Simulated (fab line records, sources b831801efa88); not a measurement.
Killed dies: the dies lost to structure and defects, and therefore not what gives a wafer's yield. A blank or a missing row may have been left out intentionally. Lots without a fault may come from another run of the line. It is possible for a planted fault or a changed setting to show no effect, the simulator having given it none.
Chamber matching :: flow sfq_line :: cmp-02 running SFQ_TRILAYER_I4_CMP_CMP_100: 4 sister chambers
The step polishes SiO2. 8 wafers are shown with their chamber, then 8 later ones without.

== WAFERS WITH THEIR CHAMBER ==
wafer: L689.3
chamber: 3
motor_current_A (A): 11.9
time_to_endpoint_s (s): 196

wafer: L690.4
chamber: 3
motor_current_A (A): 11.8
time_to_endpoint_s (s): 213

wafer: L694.1
chamber: 1
motor_current_A (A): 10.0
time_to_endpoint_s (s): 205

wafer: L694.5
chamber: 0
motor_current_A (A): 9.8
time_to_endpoint_s (s): 218

wafer: L694.6
chamber: 1
motor_current_A (A): 9.7
time_to_endpoint_s (s): 212

wafer: L695.2
chamber: 0
motor_current_A (A): 9.7
time_to_endpoint_s (s): 203

wafer: L695.5
chamber: 2
motor_current_A (A): 8.6
time_to_endpoint_s (s): 191

wafer: L696.1
chamber: 2
motor_current_A (A): 8.4
time_to_endpoint_s (s): 198

== WAFERS WITH NO CHAMBER GIVEN ==
wafer: L696.4
motor_current_A (A): 11.8
time_to_endpoint_s (s): 206

wafer: L696.6
motor_current_A (A): 9.2
time_to_endpoint_s (s): 212

wafer: L698.2
motor_current_A (A): 8.2
time_to_endpoint_s (s): 202

wafer: L698.3
motor_current_A (A): 10.0
time_to_endpoint_s (s): 210

wafer: L698.5
motor_current_A (A): 8.5
time_to_endpoint_s (s): 212

wafer: L700.4
motor_current_A (A): 10.1
time_to_endpoint_s (s): 225

wafer: L700.2
motor_current_A (A): 8.5
time_to_endpoint_s (s): 196

wafer: L700.6
motor_current_A (A): 11.6
time_to_endpoint_s (s): 202

== EACH ONE'S CHAMBER ==
wafer: L696.4
from the rows above: 3
in truth: 3

wafer: L696.6
from the rows above: can't be placed: 0 or 1 or 2
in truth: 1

wafer: L698.2
from the rows above: 2
in truth: 2

wafer: L698.3
from the rows above: can't be placed: 1 or 0
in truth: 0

wafer: L698.5
from the rows above: 2
in truth: 2

wafer: L700.4
from the rows above: can't be placed: 1 or 0
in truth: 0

wafer: L700.2
from the rows above: 2
in truth: 2

wafer: L700.6
from the rows above: 3
in truth: 3
5 of 8 placed correctly. These rows do not allow placing 3 (true chamber among the candidates in 3). Wrongly placed: 0.
How it was worked out, from the rows above alone: a wafer's distance from a chamber is the root of the sum, over the readings, of the square of ((its reading less the chamber's mean) divided by the reading's scatter). If the next closest chamber is less than 2 further off than the closest, the wafer can't be placed; otherwise it belongs to the closest. Each chamber's mean is taken over the wafers shown for it. The scatter: the root of (the sum of the squares of (reading less its chamber's mean) over the shown wafers, divided by (wafers less chambers)).
